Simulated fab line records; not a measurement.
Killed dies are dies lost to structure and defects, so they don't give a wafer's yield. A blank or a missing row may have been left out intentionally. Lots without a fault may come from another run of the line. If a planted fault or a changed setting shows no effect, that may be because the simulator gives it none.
8D (eight disciplines) problem report, filled in by code	flow sky130	the parts of the form that need people (team, actions taken, sign-off) are left out

1. THE PROBLEM
Mean of doseIonsCm2 at SKY_LDD_N_IMPLANT_15: 8e+12 across 9 wafers in 3 lots; on wafers with no fault it is 5e+12 (standard deviation 5.1e+09). That is +99 or more standard deviations from the usual mean.
The first sign was on wafer L174.3 at day 21 17:17, on implanter-02. The record holds 21 wafers of 7 lots with a number at this step. By rule, "out" or "out of limits" means more than 4 standard deviations away from the usual mean. The other wafers with a number count as sound.

2. WHAT IT IS; WHAT IT IS NOT
question	is	is not
which readings at this step	doseIonsCm2, faradayCurrentUA	-
which lots	L174, L176, L178	L168, L169, L186, L187
which wafers of those lots	all that have a number	-
read on which tools	implanter-02	implanter-01, implanter-03
when	from day 21 17:17	up to then (6 sound wafers); but 6 sound wafers of L186, L187 came after

3. WHAT RULES OUT EACH SUSPECT
Counting: a tool at any process step up to the reading remains a suspect when it ran all the lots that are out and ran no sound lot after the first of those.
- implanter-02 at SKY_LDD_N_IMPLANT_15: kept. It processed each lot that is out, first L174 at day 21 17:17, and no sound lot thereafter; up to then, the last sound lot it processed was L169 at day 20 19:34. Its own doseIonsCm2, faradayCurrentUA readings are out on those wafers.
Left after counting: implanter-02 at SKY_LDD_N_IMPLANT_15.

4. THE CAUSE (what the simulator had put in)
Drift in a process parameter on implanter-02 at SKY_LDD_N_IMPLANT_15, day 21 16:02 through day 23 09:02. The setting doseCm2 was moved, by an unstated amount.
Counting left only this tool.

5. THE EFFECT CHAIN, in route order
Each row: a reading where the mean over the struck wafers with a number is more than 3 standard deviations away from the usual. Readings are gone through only where the record gives a usual standard deviation; hours: the median, over the lots, of the time from a lot's start at the first step in this table giving one to that lot's start at this step; sigmas: the change measured in usual standard deviations.
hours	step	reading	usual	on struck wafers	change	sigmas
0	SKY_LDD_N_IMPLANT_15	doseIonsCm2	5e+12	8e+12	+3e+12	+99 or more
0	SKY_LDD_N_IMPLANT_15	faradayCurrentUA	28.2	43.1	+14.9	+27
It contains these process steps:
- SKY_LDD_N_IMPLANT_15

6. HOW IT WOULD HAVE BEEN CAUGHT EARLIER
In this record the first reading out of limits was taken at day 21 17:17, 1 hour after the fault began at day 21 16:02.
